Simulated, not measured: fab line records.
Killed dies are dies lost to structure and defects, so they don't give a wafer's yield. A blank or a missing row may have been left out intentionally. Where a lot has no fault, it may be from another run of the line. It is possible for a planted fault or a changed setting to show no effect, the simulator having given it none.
Struck lot and sound lot, side by side :: flow sky130 :: 14 steps out of a route of 708
Sound: wafers L838.3, L838.5, L838.6. Wafers struck: L843.1, L843.3, L843.4. Last of all comes the cause.
Per side, at each step with rows, come the tool, then ch with its chambers, and then its first start. Under that, the readings that differ: sound wafers :: struck wafers :: difference of the means :: sigmas: that difference in standard deviations of wafers without a fault.
alike: same words and numbers on both sides, and readings whose means sit less than 2 such deviations apart. not compared: any withheld reading, any reading some wafer has no value for, any bound like >300 that may hide the same value, and any number with overlapping values for which the record gives no deviation.
Wherever a step has rows on one side only, a row that says differs or no value, or a row with sigmas, the two part there. Numbers that have no deviation but don't overlap get no sigmas and don't part them. A reading missing from all wafers of one side parts the sides only when that side holds two or more wafers.

first, 4 steps without rows for these wafers: SKY_METAL3_STRIP_20 (strips in post etch residue remover, time 1200 s); SKY_METAL3_CLEAN_21 (cleans in IPA, time 180 s); SKY_METAL3_CLEAN_22 (cleans in O3/DIW); SKY_VIA3_HDPCVD_00 (deposits SiO2, target thk 1635 nm, time 272.5 s).
SKY_VIA3_THK_MEAS_01:
  struck on film metro-01, day 44 03:48; sound on film metro-02, day 42 19:18
  alike: VIA3_HDPCVD_THK
SKY_VIA3_CMP_02: polishes SiO2.
  sound on cmp-02 ch 0,1,3, day 42 19:29; struck on cmp-01 ch 0,2,3, day 44 03:52
  alike: motor current A, platen rpm, slurry flow ml min
SKY_VIA3_BOW_MEAS_03:
  struck on film metro-04, day 44 04:10; sound on film metro-04, day 42 19:41
reading: VIA3_BOW (um)
sound: 90 97 100
struck: 73 81 84
difference: -16
sigmas: -2
then, 5 steps without rows for these wafers: SKY_VIA3_DEHYDRATE_04 (time 60 s); SKY_VIA3_HMDS_05 (prime time 60 s); SKY_VIA3_COAT_06 (resist thk 60 nm); SKY_VIA3_COAT_07 (resist thk 450 nm); SKY_VIA3_SOFTBAKE_08 (time 90 s).
SKY_VIA3_EXPOSE_09: exposes mask VIM3, target cd 200 nm.
  struck on krf scanner-01, day 44 15:58; sound on krf scanner-01 ch 0, day 43 06:57
  no value came back on the struck wafers for exposure dose mJ cm2, focus offset nm (nm), na; on the sound wafers exposure dose mJ cm2 reads 37.96 37.99 37.96
  alike: mask
following that, these wafers have no rows for 1 step: SKY_VIA3_PEB_10.

WHERE THEY PART
At SKY_VIA3_BOW_MEAS_03 first; at SKY_VIA3_EXPOSE_09 last (within this record only).

WHY: what had been put in by the simulator
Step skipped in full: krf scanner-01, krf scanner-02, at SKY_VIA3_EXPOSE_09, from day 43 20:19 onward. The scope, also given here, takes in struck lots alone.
